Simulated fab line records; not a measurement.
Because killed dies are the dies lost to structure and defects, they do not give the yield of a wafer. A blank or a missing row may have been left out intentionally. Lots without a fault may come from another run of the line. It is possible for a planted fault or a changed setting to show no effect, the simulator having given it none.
Struck lot and sound lot, side by side ; flow gf180mcu ; 15 out of 602 route steps
Sound: the wafers L201.2, L201.3, L201.4. Struck: wafers L209.5, L209.6. (L209.1 of the same lot was not struck and is left out.) The cause comes at the end.
Order at every step that has rows: each side's tool, ch and its chambers, its first start. Under that, the readings that differ: sound wafers ; struck wafers ; difference of the means ; sigmas: that difference in standard deviations of wafers without a fault.
alike: readings whose means differ by less than 2 such deviations, and words and numbers that are the same on both sides. not compared: withheld readings, readings that some wafer has no value for, bounds like >300 that may hide the same value, and numbers for which the record gives no deviation and whose values overlap.
The two part at a step that has a row with sigmas, a row that says differs or no value, or rows on one side only. When numbers do not overlap yet have no deviation, they are printed without sigmas and do not part them. A reading missing from all wafers of one side parts the sides only when that side holds two or more wafers.

GF_M3_SPUTTER_04: material TiN, target thk 50 nm, time 41.7 s.
  sound on pvdSputter-03 at day 21 07:01; struck on pvdSputter-01 at day 24 07:50
  alike: chamberPressurePa, throttleValvePct
GF_M3_RS_MEAS_05: the measuring method here is four-point-probe.
  sound on filmMetro-03 at day 21 07:04; struck on filmMetro-03 at day 24 07:53
reading;sound;struck;difference;sigmas
M3_ALCU_RS (ohm/sq);0.0705 0.0707 0.0703;0.0691 0.0693;-0.0013;-2
GF_M3_THK_MEAS_06: measures by xrf.
  sound on filmMetro-03 at day 21 07:11; struck on filmMetro-03 at day 24 08:00
  alike: M3_ALCU_THK
then, 7 steps without rows for these wafers: GF_M3_DEHYDRATE_07 (time 60 s); GF_M3_HMDS_08 (prime time 60 s); GF_M3_COAT_09 (resist thk 1000 nm); GF_M3_SOFTBAKE_10 (time 60 s); GF_M3_EXPOSE_11 (exposes mask Metal3, target cd 280 nm); GF_M3_PEB_12 (peb time 90 s); GF_M3_DEVELOP_13 (develop time 60 s).
GF_M3_CD_MEAS_14: target cd 280 nm.
  sound on cdSem-01 at day 22 06:44; struck on cdSem-02 at day 25 04:53
  alike: cdNm
GF_M3_OVL_MEAS_15:
  sound on overlay-01 at day 22 06:50; struck on overlay-02 at day 25 05:01
  alike: M3_OVL
GF_M3_METAL_ETCH_16: etches the open film in Cl2/BCl3, stops on SiO2, target depth 750.8 nm, time 125.1 s.
  sound on rieMetal-03 ch 0,1, day 22 06:52; struck on rieMetal-03 ch 0,1, day 25 05:02
reading;sound;struck;difference;sigmas
oesProductAu (a.u.);0.991 0.987 0.987;0.894 0.907;-0.088;-16
throttleValvePct (%);28.231 28.230 28.223;28.333 28.310;+0.093;+10
model.KrF_of_M3_COAT_09.thkNm (nm);684.6 690.4 683.4;733.1 727.6;+44.2;
  alike: drypumpMotorCurrentA, rfFwdPowerW
  not compared: rfHoursCounterH
GF_M3_STRIP_17: strips in O2/N2.
  sound on plasmaAsher-04 ch 0,1, day 22 07:00; struck on plasmaAsher-04 ch 0,1, day 25 05:10
reading;sound;struck;difference;sigmas
oesProductAu (a.u.);0.533 0.540 0.538;0.552 0.552;+0.015;+3
stripTimeToEndpointS (s);7.38 7.45 7.37;7.86 7.80;+0.43;+9
  alike: drypumpMotorCurrentA, heaterPowerW
  not compared: rfHoursCounterH
then, 1 step without rows for these wafers: GF_M3_STRIP_18 (strips in post etch residue remover, time 1200 s).

== WHERE THEY PART ==
At GF_M3_RS_MEAS_05 first; at GF_M3_STRIP_17 last (within this record only).

WHY: whatever the simulator had introduced
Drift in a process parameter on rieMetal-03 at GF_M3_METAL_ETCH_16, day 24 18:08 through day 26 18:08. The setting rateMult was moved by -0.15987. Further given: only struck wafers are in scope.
